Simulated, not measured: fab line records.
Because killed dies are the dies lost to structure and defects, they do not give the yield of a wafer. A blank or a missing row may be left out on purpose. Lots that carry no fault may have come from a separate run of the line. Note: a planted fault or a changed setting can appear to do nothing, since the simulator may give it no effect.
2 desks, one fault | flow sky130 | every desk sees just its own numbers, and what lay behind them comes last

## AT THE METROLOGY DESK
Lot by lot, what the gauges showed, no matter which tool ran the lot: averages of those sampled wafers that carry a number. Any lot whose mean is over 4 standard deviations away from the usual mean is out of limits and marked OUT; that distance is given in the brackets.
Columns: A = VIA1_W_RS at SKY_VIA1_RS_MEAS_22, usual 0.426 ohm/sq
lot  | first seen here | A
L845 | day 34 12:39    | 0.423
L846 | day 34 19:16    | 0.425
L849 | day 35 18:31    | 0.423
L847 | day 35 20:10    | 0.427
L848 | day 35 21:16    | 0.425
L851 | day 36 11:07    | 0.421
L852 | day 36 15:32    | 0.426
L853 | day 36 23:34    | 0.425
L858 | day 38 10:03    | 0.431
L859 | day 38 20:57    | 0.427
L864 | day 40 10:17    | 0.426
L867 | day 41 09:29    | 0.435
This desk's finding: nothing out of limits on any of the 12 lots.

## THE TOOL OWNER'S DESK: rie diel-01
The tool's own readings at SKY_VIA1_ETCH_15 (etches SiO2 in C4F8/O2/Ar, stops on TiN, target depth 351 nm, time 54 s): means of the sampled wafers that have a number, for each lot that ran on this tool. Any lot whose mean is over 4 standard deviations away from the usual mean is out of limits and marked OUT; that distance is given in the brackets.
Columns: A = bias w at SKY_VIA1_ETCH_15, usual 1200 W; B = oes product au at SKY_VIA1_ETCH_15, usual 0.983 a.u.
lot  | first seen here | A    | B
L848 | day 35 20:20    | 1201 | 0.979
L852 | day 36 14:43    | 1200 | 0.988
L858 | day 38 08:55    | 1210 | 0.985
L859 | day 38 19:41    | 1210 | 0.983
L867 | day 41 08:40    | 1203 | 0.984
This desk's finding: nothing out of limits on any of the 5 lots.

## PUT TOGETHER
Nothing out of limits was seen by the metrology desk.
The desk of the tool owner found nothing out of limits.

## WHAT WAS PUT IN BY THE SIMULATOR
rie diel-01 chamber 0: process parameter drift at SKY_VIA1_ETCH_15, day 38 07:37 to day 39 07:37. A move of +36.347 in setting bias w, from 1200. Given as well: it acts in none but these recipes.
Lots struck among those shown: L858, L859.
